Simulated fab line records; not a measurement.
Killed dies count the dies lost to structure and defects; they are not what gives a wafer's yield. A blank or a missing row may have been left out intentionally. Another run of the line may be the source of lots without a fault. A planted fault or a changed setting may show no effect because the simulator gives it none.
A lot that was struck, set against a sound lot    flow gf180mcu    14 steps out of a route of 602
Sound: the wafers L234.2, L234.4, L234.5. Struck: wafers L242.4, L242.5, L242.6. Last of all comes the cause.
Order at every step that has rows: each side's tool, ch and its chambers, its first start. Under that, the readings that differ: sound wafers    struck wafers    difference of the means    sigmas: that difference in standard deviations of wafers without a fault.
alike: words and numbers the same on both sides, and readings whose means are apart by under 2 such deviations; not compared: readings that were withheld, readings missing a value for some wafer, numbers with overlapping values and no deviation given by the record, and bounds like >300 which may hide the same value.
A row with sigmas, a row that says differs or no value, or rows on one side alone: a step with any of these is where the two part. Non-overlapping numbers with no deviation appear without sigmas and do not part them. A reading missing from all wafers of one side parts the sides only when that side holds two or more wafers.

first, 4 steps without rows for these wafers: GF_VT_IMPLANT_SOFTBAKE_03 (time 60 s); GF_VT_IMPLANT_EXPOSE_04 (exposes mask LVPWELL LV AREA, target cd 600 nm); GF_VT_IMPLANT_PEB_05; GF_VT_IMPLANT_DEVELOP_06 (develop time 60 s).
GF_VT_IMPLANT_OVL_MEAS_07:
  sound: overlay-02 at day 7 21:34; struck: overlay-02 at day 9 11:46
  alike: VT_IMPLANT_OVL
after that, 1 step had no rows for these wafers: GF_VT_IMPLANT_IMPLANT_08.
GF_VT_IMPLANT_STRIP_09: strips in O2/N2.
  sound on plasmaAsher-01 ch 0,1, day 7 21:45; struck on plasmaAsher-03 ch 0,1, day 9 11:58
  alike: chamberPressureMTorr, drypumpMotorCurrentA, heaterPowerW, o2FlowSccm, oesProductAu, stripTimeToEndpointS
  not compared: rfHoursCounterH
GF_VT_IMPLANT_TW_MEAS_10:
  sound: filmMetro-02 at day 7 21:52; struck: filmMetro-02 at day 9 12:04
  alike: VT_IMPLANT_TW
then, 4 steps without rows for these wafers: GF_VT_IMPLANT_DEHYDRATE_11 (time 60 s); GF_VT_IMPLANT_HMDS_12 (prime time 60 s); GF_VT_IMPLANT_COAT_13 (resist thk 1000 nm); GF_VT_IMPLANT_SOFTBAKE_14 (time 60 s).
GF_VT_IMPLANT_EXPOSE_15: exposes mask Nwell LV AREA, target cd 860 nm.
  struck on ilineStepper-01, day 9 20:59; sound on ilineStepper-01 ch 0, day 8 06:57
  no value came back on the struck wafers for exposureDoseMJCm2, focusOffsetNm (nm); on the sound wafers exposureDoseMJCm2 reads 140.14 140.10 140.00
reading                           sound                 struck                difference  sigmas
model.VT_IMPLANT.overlayYNm (nm)  0.3293 0.3293 0.3293  0.1576 0.1576 0.1576  -0.1717     
  alike: mask
after that, 1 step had no rows for these wafers: GF_VT_IMPLANT_PEB_16.

== WHERE THEY PART ==
At GF_VT_IMPLANT_EXPOSE_15 and nowhere else, as far as this record goes.

WHY: whatever the simulator had introduced
Beginning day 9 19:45, the whole step at GF_VT_IMPLANT_EXPOSE_15 was skipped on ilineStepper-01. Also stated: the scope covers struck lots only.
